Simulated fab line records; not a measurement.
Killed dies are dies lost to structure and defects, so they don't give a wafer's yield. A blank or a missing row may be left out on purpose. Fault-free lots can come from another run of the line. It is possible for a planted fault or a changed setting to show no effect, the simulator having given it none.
Code-filled problem report in 8D (eight disciplines) form    flow gf180mcu    the parts of the form that need people (team, actions taken, sign-off) are left out

## 1. PROBLEM STATEMENT
rfFwdPowerW at GF_V3_ETCH_17 reads a mean of 1731 W on 9 wafers of 3 lots; wafers without a fault read 1493 W with a standard deviation of 4.5. Relative to the usual mean, that is a shift of +53 standard deviations.
The step: etches SiO2 in C4F8/O2/Ar, stops on TiN, target depth 635 nm.
Seen first at day 27 05:00 on rieDiel-03, wafer L950.2. The record has a number at this step for 21 wafers belonging to 7 lots. Rule for "out" (also "out of limits"): further than 4 standard deviations from the usual mean. The rest of the wafers with a number are treated as sound.

## 2. WHAT IT IS; WHAT IT IS NOT
question                     is                      is not
which readings at this step  rfFwdPowerW             -
which lots                   L950, L951, L952        L939, L941, L957, L958
which wafers of those lots   all that have a number  -
read on which tools          rieDiel-03              rieDiel-01, rieDiel-04
when                         from day 27 05:00       up to then (6 sound wafers); but 6 sound wafers of L957, L958 came after

## 3. WHAT RULES OUT EACH SUSPECT
Counting: a tool at any process step up to the reading remains a suspect when it ran all the lots that are out and ran no sound lot after the first of those.
- rieDiel-03 at GF_V3_ETCH_16 (etches BARC in N2/H2): kept. It ran every lot that is out, first L950 (day 27 05:50), and no sound lot after that; its last sound lot up to then is L939 (day 23 05:05).
- rieDiel-03 at GF_V3_ETCH_17 (etches SiO2 in C4F8/O2/Ar, stops on TiN, target depth 635 nm): kept. It ran every lot that is out, first L950 (day 27 05:00), and no sound lot after that; its last sound lot up to then is L939 (day 23 05:00). Its own rfFwdPowerW readings are out on those wafers.
What counting leaves: rieDiel-03 at GF_V3_ETCH_16 and rieDiel-03 at GF_V3_ETCH_17.

## 4. THE CAUSE (what the simulator had put in)
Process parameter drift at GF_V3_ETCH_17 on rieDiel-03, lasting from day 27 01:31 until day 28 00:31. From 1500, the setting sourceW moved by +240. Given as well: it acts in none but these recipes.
Counting left 2 suspects, and this tool is among them.

## 5. THE CHAIN OF EFFECTS, in route order
One row per reading whose mean, taken over the struck wafers that have a number, lies over 3 standard deviations from the usual. Only readings whose record carries a usual standard deviation are examined. hours: median over the lots of the time between each lot's start at the first step of this table that gives one and its start at this step. sigmas: the change, counted in usual standard deviations.
hours  step           reading      usual   on struck wafers  change  sigmas
0      GF_V3_ETCH_17  rfFwdPowerW  1493 W  1731              +238    +53
It contains these process steps:
- GF_V3_ETCH_17: etches SiO2 in C4F8/O2/Ar, stops on TiN, target depth 635 nm.

## 6. WHAT WOULD HAVE CAUGHT IT SOONER
The fault began at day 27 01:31; the first out-of-limits reading in this record came at day 27 05:00, 3 hours later.
